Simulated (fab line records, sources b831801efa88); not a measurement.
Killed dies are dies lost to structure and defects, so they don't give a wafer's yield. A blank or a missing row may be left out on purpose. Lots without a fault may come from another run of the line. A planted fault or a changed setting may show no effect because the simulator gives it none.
Split-lot experiment | flow sky130 | 5 lots, 23 wafers read, on a route of 708 steps

THE SPLIT
At SKY_METAL2_COAT_10 (resist thk 450 nm), the setting spin_rpm was moved away from the recipe's 3000 rpm on 6 of the 23 wafers read, by -4.0% to -2.9%. The other wafers ran this setting at the recipe's value.

The reading is taken at the split's own step.

THE READING
KrF-thick_of_METAL2_COAT_10.thk_nm (the simulator's own value, which no gauge read), in nm, at SKY_METAL2_COAT_10 (resist thk 450 nm). The file gives no usual value for it. The 17 wafers here that ran the recipe average 450.0 nm, standard deviation 1.6 nm.

wafer  | tool, chamber at the split | spin_rpm as run, rpm | against the recipe | KrF-thick_of_METAL2_COAT_10.thk_nm, nm | against lot-mates on the recipe
L074.1 | litho_track-02, 0          | 3000                 | recipe             | 448.2                                  | -
L074.2 | litho_track-02, 0          | 3000                 | recipe             | 449.2                                  | -
L074.6 | litho_track-02, 0          | 3000                 | recipe             | 448.3                                  | -
L080.2 | litho_track-03, 0          | 3000                 | recipe             | 450.8                                  | -
L080.3 | litho_track-03, 0          | 3000                 | recipe             | 451.6                                  | -
L080.4 | litho_track-03, 0          | 3000                 | recipe             | 452.7                                  | -
L080.5 | litho_track-03, 0          | 3000                 | recipe             | 451.8                                  | -
L080.6 | litho_track-03, 0          | 3000                 | recipe             | 451.7                                  | -
L081.1 | litho_track-02, 0          | 3000                 | recipe             | 450.5                                  | -
L081.2 | litho_track-02, 0          | 3000                 | recipe             | 448                                    | -
L081.4 | litho_track-02, 0          | 3000                 | recipe             | 448.6                                  | -
L081.5 | litho_track-02, 0          | 3000                 | recipe             | 449                                    | -
L081.6 | litho_track-02, 0          | 3000                 | recipe             | 448.9                                  | -
L082.1 | litho_track-01, 0          | 3000                 | recipe             | 448.6                                  | -
L082.3 | litho_track-01, 0          | 2880                 | -4.0%              | 458                                    | +9.4
L082.4 | litho_track-01, 0          | 2880                 | -4.0%              | 458.7                                  | +10.1
L082.5 | litho_track-01, 0          | 2880                 | -4.0%              | 457.9                                  | +9.2
L082.6 | litho_track-01, 0          | 3000                 | recipe             | 448.7                                  | -
L085.1 | litho_track-01, 0          | 2914                 | -2.9%              | 457.2                                  | +5.6
L085.2 | litho_track-01, 0          | 2914                 | -2.9%              | 457.5                                  | +5.9
L085.3 | litho_track-01, 0          | 2914                 | -2.9%              | 456                                    | +4.4
L085.5 | litho_track-01, 0          | 3000                 | recipe             | 452.3                                  | -
L085.6 | litho_track-01, 0          | 3000                 | recipe             | 450.9                                  | -

THE FIT
A straight line over all 23 wafers: KrF-thick_of_METAL2_COAT_10.thk_nm changes by -2.16 nm for each +1% of spin_rpm; r = -0.92; the points scatter about the line by 1.5 nm.
The same after taking each lot's own level away (the mean of its wafers on the recipe; 23 wafers): -2.22 nm for each +1%; r = -0.98; scatter 0.79 nm.
On that fit, the largest move of spin_rpm shifts the reading by 8.9 nm.
The lots' own levels span 448.57 to 451.72 nm, that is 2.0 times the standard deviation above.
So the lot-to-lot level changes the slope little: the two slopes agree.
Check: with one of the wafers moved furthest among these (-4.0%) left out of the fit, the line predicts +8.68 nm for it against its lot-mates. It came out at +9.35 nm against them.

OTHER SPLITS ON THESE WAFERS
These wafers also went through other splits before the reading. Each is held against what the fit with the lots' levels taken away leaves over:
other split on the same wafers                | wafers away from the commonest value | r with KrF-thick_of_METAL2_COAT_10.thk_nm (lot level and that fit taken away)
SKY_LI_CONTACT_EXPOSE_09 dose_mj              | 7                                    | +0.13
SKY_LI_CONTACT_SPUTTER_19 chamber_pressure_pa | 15                                   | -0.43
SKY_LOCAL_INTERCONNECT_COAT_06 resist_thk_nm  | 10                                   | +0.25
SKY_LOCAL_INTERCONNECT_ETCH_13 bias_w         | 9                                    | -0.06
SKY_CONTACT_HDPCVD_02 time_s                  | 5                                    | -0.06
SKY_METAL1_COAT_10 spin_rpm                   | 7                                    | +0.25
SKY_VIA1_CMP_02 leave_above_ref_nm            | 8                                    | -0.03

THE FILE'S OWN FIT
KrF-thick_of_METAL2_COAT_10.thk_nm changes by -2.2 nm for each +1% of spin_rpm, r = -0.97.
